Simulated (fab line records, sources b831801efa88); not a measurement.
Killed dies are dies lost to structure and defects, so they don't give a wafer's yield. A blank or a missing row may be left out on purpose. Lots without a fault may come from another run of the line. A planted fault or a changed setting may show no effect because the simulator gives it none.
A struck lot beside a sound one | flow gf180mcu | 17 steps out of a route of 602
Sound: wafers L259.1, L259.2, L259.4. Struck: wafers L268.2, L268.3, L268.6. The cause comes at the end.
At each step with rows: each side's tool, then ch and its chambers, then its first start. Under that, the readings that differ: sound wafers | struck wafers | difference of the means | sigmas: that difference in standard deviations of wafers without a fault.
alike: readings whose means differ by less than 2 such deviations, and words and numbers that are the same on both sides. not compared: withheld readings, readings that some wafer has no value for, bounds like >300 that may hide the same value, and numbers for which the record gives no deviation and whose values overlap.
The two part at a step that has a row with sigmas, a row that says differs or no value, or rows on one side only. Numbers that don't overlap but have no deviation are shown without sigmas and don't part them. A reading that every wafer of one side lacks parts them only if that side has two wafers or more.

first, 6 steps without rows for these wafers: GF_PSD_HMDS_01 (prime time 60 s); GF_PSD_COAT_02 (resist thk 1000 nm); GF_PSD_SOFTBAKE_03 (time 60 s); GF_PSD_EXPOSE_04 (exposes mask Pplus, target cd 400 nm); GF_PSD_PEB_05; GF_PSD_DEVELOP_06 (develop time 60 s).
GF_PSD_CD_MEAS_07: target cd 400 nm.
  sound on cd_sem-01, day 17 01:31; struck on cd_sem-01, day 20 11:33
  alike: cd_nm
GF_PSD_OVL_MEAS_08:
  sound on overlay-01, day 17 01:38; struck on overlay-01, day 20 11:40
  alike: PSD_OVL
then, 1 step without rows for these wafers: GF_PSD_IMPLANT_09.
GF_PSD_STRIP_10: strips in O2/N2.
  sound on plasma_asher-03 ch 0,1, day 17 01:50; struck on plasma_asher-02 ch 0,1, day 20 11:50
  alike: drypump_motor_current_A, heater_power_w, oes_product_au, strip_time_to_endpoint_s
  not compared: rf_hours_counter_h
GF_PSD_TW_MEAS_11:
  sound on film_metro-03, day 17 01:56; struck on film_metro-03, day 20 11:57
  alike: PSD_TW
then, 1 step without rows for these wafers: GF_PSD_CLEAN_12 (cleans in SC1/SC2, time 150 s).
GF_PSD_RTA_13: time 20 s.
  sound on rtp_anneal-01 ch 0, day 17 02:02; struck on rtp_anneal-01 ch 0, day 20 12:04
  alike: lamp_power_pct, wafer_temp_C_max
GF_PSD_RS_MEAS_14: measures by four-point-probe.
  sound on film_metro-02, day 17 02:07; struck on film_metro-03, day 20 12:10
  reading         | sound             | struck            | difference | sigmas
  NSD_RS (ohm/sq) | 46.13 46.21 46.08 | 42.54 42.51 42.53 | -3.61      | -42
GF_PSD_RS_MEAS_15: measures by four-point-probe.
  sound on film_metro-02, day 17 02:14; struck on film_metro-03, day 20 12:17
  reading         | sound             | struck         | difference | sigmas
  PSD_RS (ohm/sq) | 108.1 108.3 108.1 | 98.5 98.1 98.1 | -9.9       | -29
GF_SAB_CVD_00: deposits SiO2 from TEOS, target thk 50 nm, time 4.9302 s.
  sound on pecvd-03 ch 0,1,2, day 17 02:22; struck on pecvd-02 ch 0,2, day 20 12:23
  alike: heater_power_w
GF_PASSIVATION_PROBE_99:
  the record has rows for the sound wafers here (prober-01, day 31 12:54) and none for the struck ones

WHERE THEY PART
First at GF_PSD_RS_MEAS_14; last, within this record, at GF_PASSIVATION_PROBE_99.

WHY: what the simulator had put in
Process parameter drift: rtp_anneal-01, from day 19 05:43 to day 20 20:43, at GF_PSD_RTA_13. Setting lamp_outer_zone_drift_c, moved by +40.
